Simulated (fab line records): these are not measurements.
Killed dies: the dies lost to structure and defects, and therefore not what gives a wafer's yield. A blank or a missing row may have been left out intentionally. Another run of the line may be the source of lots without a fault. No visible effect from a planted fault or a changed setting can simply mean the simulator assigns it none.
Matching of chambers :: flow sky130 :: SKY_CONTACT_ETCH_17 on rieDiel-04 has 4 sister chambers
The step etches SiO2 in C4F8/O2/Ar, stops on Si3N4, target depth 340 nm. 36 wafers are shown with their chamber, then 12 later ones without.

== WAFERS, EACH WITH ITS CHAMBER ==
wafer: L080.2
chamber: 3
oesProductAu (a.u.): 0.890

wafer: L080.3
chamber: 2
oesProductAu (a.u.): 0.888

wafer: L080.5
chamber: 0
oesProductAu (a.u.): 0.891

wafer: L081.1
chamber: 1
oesProductAu (a.u.): 0.887

wafer: L081.2
chamber: 0
oesProductAu (a.u.): 0.896

wafer: L081.3
chamber: 2
oesProductAu (a.u.): 0.893

wafer: L081.4
chamber: 3
oesProductAu (a.u.): 0.889

wafer: L081.5
chamber: 3
oesProductAu (a.u.): 0.894

wafer: L081.6
chamber: 2
oesProductAu (a.u.): 0.888

wafer: L082.1
chamber: 3
oesProductAu (a.u.): 0.890

wafer: L082.2
chamber: 1
oesProductAu (a.u.): 0.896

wafer: L082.3
chamber: 0
oesProductAu (a.u.): 0.898

wafer: L082.4
chamber: 2
oesProductAu (a.u.): 0.896

wafer: L082.5
chamber: 1
oesProductAu (a.u.): 0.888

wafer: L082.6
chamber: 0
oesProductAu (a.u.): 0.891

wafer: L083.1
chamber: 2
oesProductAu (a.u.): 0.885

wafer: L083.2
chamber: 0
oesProductAu (a.u.): 0.883

wafer: L083.3
chamber: 3
oesProductAu (a.u.): 0.889

wafer: L083.4
chamber: 1
oesProductAu (a.u.): 0.882

wafer: L083.5
chamber: 3
oesProductAu (a.u.): 0.892

wafer: L083.6
chamber: 0
oesProductAu (a.u.): 0.891

wafer: L085.1
chamber: 1
oesProductAu (a.u.): 0.885

wafer: L085.2
chamber: 3
oesProductAu (a.u.): 0.890

wafer: L085.3
chamber: 0
oesProductAu (a.u.): 0.898

wafer: L087.2
chamber: 0
oesProductAu (a.u.): 0.888

wafer: L087.3
chamber: 3
oesProductAu (a.u.): 0.895

wafer: L087.5
chamber: 3
oesProductAu (a.u.): 0.885

wafer: L089.1
chamber: 3
oesProductAu (a.u.): 0.889

wafer: L089.2
chamber: 0
oesProductAu (a.u.): 0.885

wafer: L089.3
chamber: 2
oesProductAu (a.u.): 0.888

wafer: L089.4
chamber: 1
oesProductAu (a.u.): 0.883

wafer: L089.5
chamber: 2
oesProductAu (a.u.): 0.895

wafer: L089.6
chamber: 1
oesProductAu (a.u.): 0.897

wafer: L091.1
chamber: 1
oesProductAu (a.u.): 0.885

wafer: L091.2
chamber: 0
oesProductAu (a.u.): 0.894

wafer: L091.3
chamber: 2
oesProductAu (a.u.): 0.890

SIGNATURES (means of the wafers above)
reading: oesProductAu
chamber 0: 0.89150
chamber 1: 0.88787
chamber 2: 0.89038
chamber 3: 0.89030
scatter within a chamber: 0.00448
Rule: for a wafer and a chamber, the distance is found by dividing, reading by reading, the gap between the wafer's reading and the chamber's mean by the reading's scatter, squaring, summing and taking the root. If the next closest chamber is less than 2 further off than the closest, the wafer can't be placed; otherwise it belongs to the closest. The scatter: take each reading less its chamber's mean, square it, sum over the shown wafers, divide by the number of wafers less the number of chambers, and take the root.

== WAFERS MISSING THEIR CHAMBER ==
wafer: L091.4
oesProductAu (a.u.): 0.891

wafer: L091.5
oesProductAu (a.u.): 0.891

wafer: L091.6
oesProductAu (a.u.): 0.892

wafer: L092.1
oesProductAu (a.u.): 0.892

wafer: L092.2
oesProductAu (a.u.): 0.891

wafer: L092.3
oesProductAu (a.u.): 0.883

wafer: L092.4
oesProductAu (a.u.): 0.897

wafer: L092.5
oesProductAu (a.u.): 0.885

wafer: L092.6
oesProductAu (a.u.): 0.891

wafer: L097.2
oesProductAu (a.u.): 0.893

wafer: L097.3
oesProductAu (a.u.): 0.893

wafer: L097.6
oesProductAu (a.u.): 0.888

== WHICH CHAMBER EACH ONE RAN IN ==
wafer: L091.4
from the rows above: can't be placed: 0 or 2 or 3 or 1
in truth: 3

wafer: L091.5
from the rows above: can't be placed: 0 or 2 or 3 or 1
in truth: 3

wafer: L091.6
from the rows above: can't be placed: 0 or 2 or 3 or 1
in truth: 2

wafer: L092.1
from the rows above: can't be placed: 0 or 2 or 3 or 1
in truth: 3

wafer: L092.2
from the rows above: can't be placed: 0 or 2 or 3 or 1
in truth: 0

wafer: L092.3
from the rows above: can't be placed: 1 or 3 or 2 or 0
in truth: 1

wafer: L092.4
from the rows above: can't be placed: 0 or 2 or 3 or 1
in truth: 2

wafer: L092.5
from the rows above: can't be placed: 1 or 3 or 2 or 0
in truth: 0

wafer: L092.6
from the rows above: can't be placed: 0 or 2 or 3 or 1
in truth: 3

wafer: L097.2
from the rows above: can't be placed: 0 or 2 or 3 or 1
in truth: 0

wafer: L097.3
from the rows above: can't be placed: 0 or 2 or 3 or 1
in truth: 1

wafer: L097.6
from the rows above: can't be placed: 1 or 3 or 2 or 0
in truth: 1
0 of 12 placed correctly. Not placeable from these rows: 12 (in 12, the candidates include the true chamber). 0 placed wrongly.
